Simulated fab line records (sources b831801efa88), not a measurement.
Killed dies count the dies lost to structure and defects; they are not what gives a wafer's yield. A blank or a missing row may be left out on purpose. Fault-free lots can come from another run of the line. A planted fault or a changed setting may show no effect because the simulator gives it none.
Comparing a struck lot with a sound one || flow sky130 || 15 steps out of a route of 708
Sound: the wafers L347.3, L347.5, L347.6. Wafers struck: L364.3, L364.5, L364.6. Last of all comes the cause.
At each step with rows: each side's tool, then ch and its chambers, then its first start. Under that, the readings that differ: sound wafers || struck wafers || difference of the means || sigmas: that difference in standard deviations of wafers without a fault.
alike: same words and numbers on both sides, and readings whose means sit less than 2 such deviations apart. not compared: any withheld reading, any reading some wafer has no value for, any bound like >300 that may hide the same value, and any number with overlapping values for which the record gives no deviation.
The two part at a step that has a row with sigmas, a row that says differs or no value, or rows on one side only. When numbers do not overlap yet have no deviation, they are printed without sigmas and do not part them. A reading that every wafer of one side lacks parts them only if that side has two wafers or more.

SKY_VIA3_ETCH_14: etches BARC in N2/H2, stops on SiO2, time 45.9 s, target depth 60 nm.
  sound on rie diel-02 ch 0,1,3, day 40 14:49; struck on rie diel-03 ch 1,2,3, day 45 08:28
  alike: drypump motor current A, oes product au, throttle valve pct
  not compared: rf hours counter h
then, 5 steps without rows for these wafers: SKY_VIA3_ETCH_15 (etches SiO2 in C4F8/O2/Ar, stops on TiN, target depth 507 nm, time 78 s); SKY_VIA3_STRIP_16 (strips in O2/N2); SKY_VIA3_STRIP_17 (strips in post etch residue remover, time 1200 s); SKY_VIA3_CLEAN_18 (cleans in IPA, time 180 s); SKY_VIA3_CLEAN_19 (cleans in O3/DIW).
SKY_VIA3_SPUTTER_20: material TiN, target thk 20 nm, time 80 s.
  struck on pvd sputter-03, day 45 09:41; sound on pvd sputter-01, day 40 15:55
  alike: throttle valve pct
SKY_VIA3_CVD_21: deposits W, target thk 390 nm, time 117.31 s.
  sound on cvd w-01 ch 0,1, day 40 16:01; struck on cvd w-02 ch 0,1, day 45 09:47
  alike: heater power w
SKY_VIA3_RS_MEAS_22: the measuring method here is four-point-probe.
  struck on film metro-03, day 45 09:55; sound on film metro-03, day 40 16:08
  alike: VIA3_W_RS
SKY_VIA3_THK_MEAS_23: measures by xrf.
  struck on film metro-03, day 45 10:01; sound on film metro-03, day 40 16:14
{"reading": "VIA3_W_THK (nm)", "sound": "405 404 407", "struck": "394 392 386", "difference": -15, "sigmas": -2}
SKY_VIA3_CMP_24: polishes, stops on SiO2, t overpolish 20 s, target thk 0 nm.
  sound on cmp-01 ch 2,3, day 40 16:20; struck on cmp-02 ch 2,3, day 45 10:06
  alike: motor current A, overpolish run s, time to endpoint s
SKY_METAL4_SPUTTER_00: material Ti, target thk 15 nm, time 10 s.
  struck on pvd sputter-03, day 45 10:21; sound on pvd sputter-03, day 40 16:35
  alike: throttle valve pct
SKY_METAL4_SPUTTER_01: material TiN, target thk 20 nm, time 16.7 s.
  struck on pvd sputter-03, day 45 10:22; sound on pvd sputter-03, day 40 16:36
{"reading": "model.TiN_of_METAL4_SPUTTER_01.thk nm (nm)", "sound": "19.92 20.06 19.97", "struck": "7.73 7.478 7.812", "difference": -12.31, "sigmas": ""}
  alike: throttle valve pct
then, 1 step without rows for these wafers: SKY_METAL4_SPUTTER_02 (material AlCu, target thk 735 nm, time 39.1 s).
-- the record jumps here: 5 days lie between the struck wafers' starts before and after (it left off in module METAL4 and takes up again in module PAD_OPEN, whose first step shown is number 708 of the route) --
SKY_PAD_OPEN_PROBE_99:
  struck on prober-02, day 50 09:16; sound on prober-02, day 46 14:20
  alike: defect limited yield, killed_at_M0_to_M3, killed_at_M4_up, killed at contacts, killed at front end, killed at other, killed dies, killed open, killed short, sort_bin_3_pad_short, sort_bin_5_function, sort_bin_6_memory, sort n pass, sort yield pct

== WHERE THEY PART ==
Within this record, at SKY_VIA3_THK_MEAS_23 only. Later steps at which nothing parts them and some readings are alike: SKY_VIA3_CMP_24, SKY_METAL4_SPUTTER_00, SKY_METAL4_SPUTTER_01, SKY_PAD_OPEN_PROBE_99.

WHY: what the simulator had put in
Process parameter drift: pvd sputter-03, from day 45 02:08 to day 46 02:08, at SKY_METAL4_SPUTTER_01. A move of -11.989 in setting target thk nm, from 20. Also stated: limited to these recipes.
